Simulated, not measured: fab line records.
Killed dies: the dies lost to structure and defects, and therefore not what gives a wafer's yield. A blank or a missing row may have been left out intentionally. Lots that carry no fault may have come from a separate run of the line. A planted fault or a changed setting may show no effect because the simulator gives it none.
Which tool was responsible? :: flow sfq_line :: Sampling: 15 lots, 45 wafers, 2 of 325 route steps

== WHAT EACH GAUGE READ, for each wafer ==
Not one reading of a measure or inspect step in the record can be checked against a usual standard deviation.

== WHICH TOOL RAN EACH LOT (tool, then ch and the chambers of the sampled wafers, then the start) ==
lot: L145
SFQ_TRILAYER_A5C_DEP_PECVD_142: pecvd-01 ch 1,2, day 52 11:44
SFQ_TRILAYER_C5_ETCH_VIA_ETCH_154: rie_diel-03 ch 1,3, day 62 12:46

lot: L146
SFQ_TRILAYER_A5C_DEP_PECVD_142: pecvd-03 ch 1,2, day 53 00:59
SFQ_TRILAYER_C5_ETCH_VIA_ETCH_154: rie_diel-03 ch 0,1, day 62 18:41

lot: L148
SFQ_TRILAYER_A5C_DEP_PECVD_142: pecvd-03 ch 0,1,2, day 53 04:01
SFQ_TRILAYER_C5_ETCH_VIA_ETCH_154: rie_diel-02 ch 0,1,3, day 63 03:05

lot: L149
SFQ_TRILAYER_A5C_DEP_PECVD_142: pecvd-01 ch 0,1,2, day 53 19:10
SFQ_TRILAYER_C5_ETCH_VIA_ETCH_154: rie_diel-03 ch 0,1,2, day 63 19:45

lot: L150
SFQ_TRILAYER_A5C_DEP_PECVD_142: pecvd-01 ch 1,2, day 54 01:10
SFQ_TRILAYER_C5_ETCH_VIA_ETCH_154: rie_diel-02 ch 0,1,3, day 64 00:40

lot: L151
SFQ_TRILAYER_A5C_DEP_PECVD_142: pecvd-01 ch 0,1, day 54 15:31
SFQ_TRILAYER_C5_ETCH_VIA_ETCH_154: rie_diel-03 ch 0,1,3, day 64 15:04

lot: L152
SFQ_TRILAYER_A5C_DEP_PECVD_142: pecvd-02 ch 0,1,2, day 60 06:26
SFQ_TRILAYER_C5_ETCH_VIA_ETCH_154: rie_diel-02 ch 0,1, day 65 11:27

lot: L155
SFQ_TRILAYER_A5C_DEP_PECVD_142: pecvd-01 ch 0,1,2, day 61 12:26
SFQ_TRILAYER_C5_ETCH_VIA_ETCH_154: rie_diel-04 ch 0,2,3, day 66 17:16

lot: L156
SFQ_TRILAYER_A5C_DEP_PECVD_142: pecvd-01 ch 0,1, day 62 02:50
SFQ_TRILAYER_C5_ETCH_VIA_ETCH_154: rie_diel-02 ch 0,1, day 70 22:13

lot: L158
SFQ_TRILAYER_A5C_DEP_PECVD_142: pecvd-01 ch 0,1, day 62 18:20
SFQ_TRILAYER_C5_ETCH_VIA_ETCH_154: rie_diel-04 ch 1,2,3, day 71 17:25

lot: L159
SFQ_TRILAYER_A5C_DEP_PECVD_142: pecvd-01 ch 0,2, day 63 00:20
SFQ_TRILAYER_C5_ETCH_VIA_ETCH_154: rie_diel-02 ch 0,3, day 71 18:37

lot: L160
SFQ_TRILAYER_A5C_DEP_PECVD_142: pecvd-01 ch 0,1, day 63 09:56
SFQ_TRILAYER_C5_ETCH_VIA_ETCH_154: rie_diel-03 ch 0,3, day 71 22:13

lot: L162
SFQ_TRILAYER_A5C_DEP_PECVD_142: pecvd-01 ch 0,1,2, day 63 17:13
SFQ_TRILAYER_C5_ETCH_VIA_ETCH_154: rie_diel-02 ch 0,2, day 72 01:49

lot: L163
SFQ_TRILAYER_A5C_DEP_PECVD_142: pecvd-02 ch 0,1, day 63 23:00
SFQ_TRILAYER_C5_ETCH_VIA_ETCH_154: rie_diel-03 ch 0,1,2, day 72 05:10

lot: L164
SFQ_TRILAYER_A5C_DEP_PECVD_142: pecvd-01 ch 0,2, day 64 09:56
SFQ_TRILAYER_C5_ETCH_VIA_ETCH_154: rie_diel-02 ch 0,2,3, day 72 12:22
- SFQ_TRILAYER_A5C_DEP_PECVD_142: deposits SiO2 from SiH4/N2O, time 15.556 s, target thk 70 nm.
- SFQ_TRILAYER_C5_ETCH_VIA_ETCH_154: etches SiO2 in CHF3, stops on Nb, target depth 84 nm.

== WHAT THE TOOLS THEMSELVES READ (means of the sampled wafers that have a number; where no wafer has one, the mark that the record gives instead) ==
SFQ_TRILAYER_A5C_DEP_PECVD_142. Usual: heater_power_w 82 W, standard deviation 7.5; rf_fwd_power_W 180.1 W, standard deviation 0.89; throttle_valve_pct 25.1 %, standard deviation 0.78.
lot: L145
tool: pecvd-01
heater_power_w (W): 77
rf_fwd_power_W (W): 180.2
throttle_valve_pct (%): 24.8
flag: 

lot: L146
tool: pecvd-03
heater_power_w (W): 89
rf_fwd_power_W (W): 180.5
throttle_valve_pct (%): 24.3
flag: 

lot: L148
tool: pecvd-03
heater_power_w (W): 86
rf_fwd_power_W (W): 180.4
throttle_valve_pct (%): 24.2
flag: 

lot: L149
tool: pecvd-01
heater_power_w (W): 81
rf_fwd_power_W (W): 179.9
throttle_valve_pct (%): 24.7
flag: 

lot: L150
tool: pecvd-01
heater_power_w (W): 80
rf_fwd_power_W (W): 180.7
throttle_valve_pct (%): 24.9
flag: 

lot: L151
tool: pecvd-01
heater_power_w (W): 82
rf_fwd_power_W (W): 180.0
throttle_valve_pct (%): 24.8
flag: 

lot: L152
tool: pecvd-02
heater_power_w (W): 80
rf_fwd_power_W (W): 180.6
throttle_valve_pct (%): 25.6
flag: 

lot: L155
tool: pecvd-01
heater_power_w (W): 82
rf_fwd_power_W (W): 180.4
throttle_valve_pct (%): 25.1
flag: 

lot: L156
tool: pecvd-01
heater_power_w (W): 79
rf_fwd_power_W (W): 179.6
throttle_valve_pct (%): 25.1
flag: 

lot: L158
tool: pecvd-01
heater_power_w (W): 80
rf_fwd_power_W (W): 180.3
throttle_valve_pct (%): 25.2
flag: 

lot: L159
tool: pecvd-01
heater_power_w (W): 79
rf_fwd_power_W (W): 179.2
throttle_valve_pct (%): 25.3
flag: 

lot: L160
tool: pecvd-01
heater_power_w (W): 84
rf_fwd_power_W (W): 179.9
throttle_valve_pct (%): 25.3
flag: 

lot: L162
tool: pecvd-01
heater_power_w (W): 84
rf_fwd_power_W (W): 180.1
throttle_valve_pct (%): 25.3
flag: 

lot: L163
tool: pecvd-02
heater_power_w (W): 86
rf_fwd_power_W (W): 180.2
throttle_valve_pct (%): 26.3
flag: 

lot: L164
tool: pecvd-01
heater_power_w (W): 81
rf_fwd_power_W (W): 179.5
throttle_valve_pct (%): 25.4
flag: 

SFQ_TRILAYER_C5_ETCH_VIA_ETCH_154. Usual: drypump_motor_current_A 5.9 A, standard deviation 0.32; oes_product_au 0.893 a.u., standard deviation 0.008; rf_fwd_power_W 496.1 W, standard deviation 1.8.
lot: L145
tool: rie_diel-03
drypump_motor_current_A (A): 5.7
oes_product_au (a.u.): 0.885
rf_fwd_power_W (W): 495.8
flag: 

lot: L146
tool: rie_diel-03
drypump_motor_current_A (A): 5.8
oes_product_au (a.u.): 0.888
rf_fwd_power_W (W): 496.6
flag: 

lot: L148
tool: rie_diel-02
drypump_motor_current_A (A): 6.0
oes_product_au (a.u.): 0.882
rf_fwd_power_W (W): 497.1
flag: 

lot: L149
tool: rie_diel-03
drypump_motor_current_A (A): 5.9
oes_product_au (a.u.): 0.893
rf_fwd_power_W (W): 494.9
flag: 

lot: L150
tool: rie_diel-02
drypump_motor_current_A (A): 6.0
oes_product_au (a.u.): 0.890
rf_fwd_power_W (W): 495.9
flag: 

lot: L151
tool: rie_diel-03
drypump_motor_current_A (A): 5.9
oes_product_au (a.u.): 0.900
rf_fwd_power_W (W): 496.0
flag: 

lot: L152
tool: rie_diel-02
drypump_motor_current_A (A): 5.7
oes_product_au (a.u.): 0.902
rf_fwd_power_W (W): 496.4
flag: 

lot: L155
tool: rie_diel-04
drypump_motor_current_A (A): 5.8
oes_product_au (a.u.): 0.887
rf_fwd_power_W (W): 498.3
flag: 

lot: L156
tool: rie_diel-02
drypump_motor_current_A (A): 5.7
oes_product_au (a.u.): 0.893
rf_fwd_power_W (W): 494.3
flag: 

lot: L158
tool: rie_diel-04
drypump_motor_current_A (A): 6.0
oes_product_au (a.u.): 0.896
rf_fwd_power_W (W): 498.0
flag: 

lot: L159
tool: rie_diel-02
drypump_motor_current_A (A): 6.2
oes_product_au (a.u.): 0.899
rf_fwd_power_W (W): 496.7
flag: 

lot: L160
tool: rie_diel-03
drypump_motor_current_A (A): 6.0
oes_product_au (a.u.): 0.556
rf_fwd_power_W (W): 494.8
flag: OFF

lot: L162
tool: rie_diel-02
drypump_motor_current_A (A): 5.4
oes_product_au (a.u.): 0.545
rf_fwd_power_W (W): 495.0
flag: OFF

lot: L163
tool: rie_diel-03
drypump_motor_current_A (A): 5.9
oes_product_au (a.u.): 0.899
rf_fwd_power_W (W): 495.4
flag: 

lot: L164
tool: rie_diel-02
drypump_motor_current_A (A): 5.8
oes_product_au (a.u.): 0.549
rf_fwd_power_W (W): 498.0
flag: OFF

== THE ANSWER, worked out from the rows above alone ==
Rule: lot off if the mean of its wafers having a number is beyond 3 standard deviations from the usual mean. A lot without any number at a reading at which 4 lots or more have one is off too. Any other lot the step has rows for is counted as sound. Order of review: gauges by route order, followed by the tools' own readings, for which a lot's mean as printed above is used. The first step at which some lot is off is used, and at that step the reading that is off furthest; a lot without a number counts as furthest.
Off at SFQ_TRILAYER_C5_ETCH_VIA_ETCH_154 (oes_product_au): L160, L162, L164.
If a tool, at that step or one of the process steps before it, ran each lot that is off and ran no sound lot following the first of them, it fits. One fits: SFQ_TRILAYER_A5C_DEP_PECVD_142 on pecvd-01. A fault onset in the window from L159 (day 63 00:20, its last sound lot) to L160 (day 63 09:56, its first lot off) fits.

== WHAT THE SIMULATOR HAD INSERTED ==
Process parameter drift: pecvd-01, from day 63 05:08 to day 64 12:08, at SFQ_TRILAYER_A5C_DEP_PECVD_142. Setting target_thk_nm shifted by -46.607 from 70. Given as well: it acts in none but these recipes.
Lots struck among those shown: L160, L162, L164. The rule above found the same.
